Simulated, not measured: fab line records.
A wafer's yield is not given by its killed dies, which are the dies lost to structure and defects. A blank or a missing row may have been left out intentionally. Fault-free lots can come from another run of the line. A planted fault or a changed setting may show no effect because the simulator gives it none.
The tool behind it: which one?	flow sky130	11 lots with 33 wafers sampled at 4 steps, on a route of 708 steps

WHAT THE GAUGES READ, wafer by wafer
SKY_SD_P_CD_MEAS_07 targets a cd of 380 nm.
lot	measured	on	cd nm (nm)
L564	day 25 23:44	cd sem-02	381.1 379.7 380.4
L565	day 26 15:40	cd sem-01	- - -
L566	day 27 00:29	cd sem-01	377.8 377.6 379.3
L568	day 27 09:31	cd sem-01	378.9 377.1 377.0
L575	day 30 02:00	cd sem-02	380.4 378.5 380.4
L577	day 30 13:08	cd sem-02	381.3 380.7 382.3
L579	day 31 12:07	cd sem-02	383.1 382.5 380.4
L581	day 31 19:59	cd sem-01	382.4 381.8 381.9
L582	day 32 08:01	cd sem-02	380.4 378.9 378.7
L583	day 32 10:23	cd sem-01	380.4 381.1 378.0
L584	day 32 18:46	cd sem-01	380.5 382.0 378.6

SKY_SD_P_TW_MEAS_11.
lot	measured	on	SD_P_TW
L564	day 26 00:09	film metro-02	2836 2862 2841
L565	day 26 16:03	film metro-01	30 30 30 30 30 30
L566	day 27 00:54	film metro-01	2807 2806 2829
L568	day 27 09:55	film metro-02	2840 2853 2850
L575	day 30 02:23	film metro-01	2829 2842 2841
L577	day 30 13:33	film metro-02	2845 2860 2853
L579	day 31 12:31	film metro-02	2833 2855 2844
L581	day 31 20:24	film metro-03	2831 2813 2801
L582	day 32 08:23	film metro-02	2842 2827 2845
L583	day 32 10:46	film metro-01	2816 2814 2832
L584	day 32 19:10	film metro-01	2818 2813 2803

SKY_LI_CONTACT_BOW_MEAS_03.
lot	measured	on	LI_CONTACT_BOW (um)
L564	day 28 11:34	film metro-03	55 57 55
L566	day 29 11:43	film metro-01	47 64 58
L568	day 29 20:04	film metro-03	64 58 56
L575	day 32 10:33	film metro-03	54 64 49
L577	day 32 22:11	film metro-02	64 67 66
L579	day 33 19:32	film metro-03	51 56 59
L581	day 34 04:23	film metro-02	55 58 48
L582	day 34 15:10	film metro-01	63 56 47
L583	day 34 17:24	film metro-01	53 45 55
L584	day 35 12:07	film metro-03	64 61 59

WHAT TOOL EACH LOT RAN ON (gives the tool, then ch and the chambers of the sampled wafers, and finally the start)
lot	SKY_SD_P_EXPOSE_04
L564	iline stepper-02 ch 0, day 25 09:01
L565	iline stepper-01 ch 0, day 26 01:17
L566	iline stepper-02 ch 0, day 26 09:20
L568	iline stepper-01 ch 0, day 26 19:25
L575	iline stepper-01 ch 0, day 29 12:48
L577	iline stepper-01 ch 0, day 29 23:34
L579	iline stepper-01 ch 0, day 30 23:14
L581	iline stepper-01 ch 0, day 31 07:04
L582	iline stepper-01 ch 0, day 31 18:37
L583	iline stepper-01 ch 0, day 31 20:36
L584	iline stepper-02 ch 0, day 32 05:57
- SKY_SD_P_EXPOSE_04: exposes mask PSDM, target cd 380 nm.

WHAT THE TOOLS THEMSELVES READ (means of the sampled wafers that have a number; where no wafer has one, the mark that the record gives instead)
SKY_SD_P_EXPOSE_04.
lot	tool	reticle temp C (C)
L564	iline stepper-02	23.07
L565	iline stepper-01	22.90
L566	iline stepper-02	23.08
L568	iline stepper-01	22.98
L575	iline stepper-01	22.98
L577	iline stepper-01	23.05
L579	iline stepper-01	22.87
L581	iline stepper-01	22.92
L582	iline stepper-01	23.09
L583	iline stepper-01	23.07
L584	iline stepper-02	22.98

THE ANSWER, worked out from the rows above alone
Rule: what is usual is taken from the lots themselves. The widest of any qualifying gaps counts: lots, ordered by their means at a reading, are off when they make up no more than a third of the lots, leave a main group of 4 or more, and stand apart from it by 3 or more times the standard deviation of that group's means. Not used: any main group whose means are identical at the precision the tables above print for the reading. Also off: a lot with no number at a reading for which 4 or more lots have one. The other lots that the step has rows for count as sound. First the gauges in route order, then the tools' own readings, where a lot's mean is used as printed above. The first step at which some lot is off is used, and at that step the reading that is off furthest; a lot without a number counts as furthest.
Off: L565 (SKY_SD_P_CD_MEAS_07, cd nm). Without a number there: L565. Main group: mean 380.1 nm, sd 1.4.
If a tool, at a process step before that reading, ran all the lots that are off and no sound lot after the first of them, it fits. The gauges at SKY_SD_P_CD_MEAS_07 aren't tried: what is off there is off at SKY_SD_P_TW_MEAS_11 too, on other tools, and a gauge's error can't cause that. No candidate that was tried fits.

WHAT THE SIMULATOR PUT IN
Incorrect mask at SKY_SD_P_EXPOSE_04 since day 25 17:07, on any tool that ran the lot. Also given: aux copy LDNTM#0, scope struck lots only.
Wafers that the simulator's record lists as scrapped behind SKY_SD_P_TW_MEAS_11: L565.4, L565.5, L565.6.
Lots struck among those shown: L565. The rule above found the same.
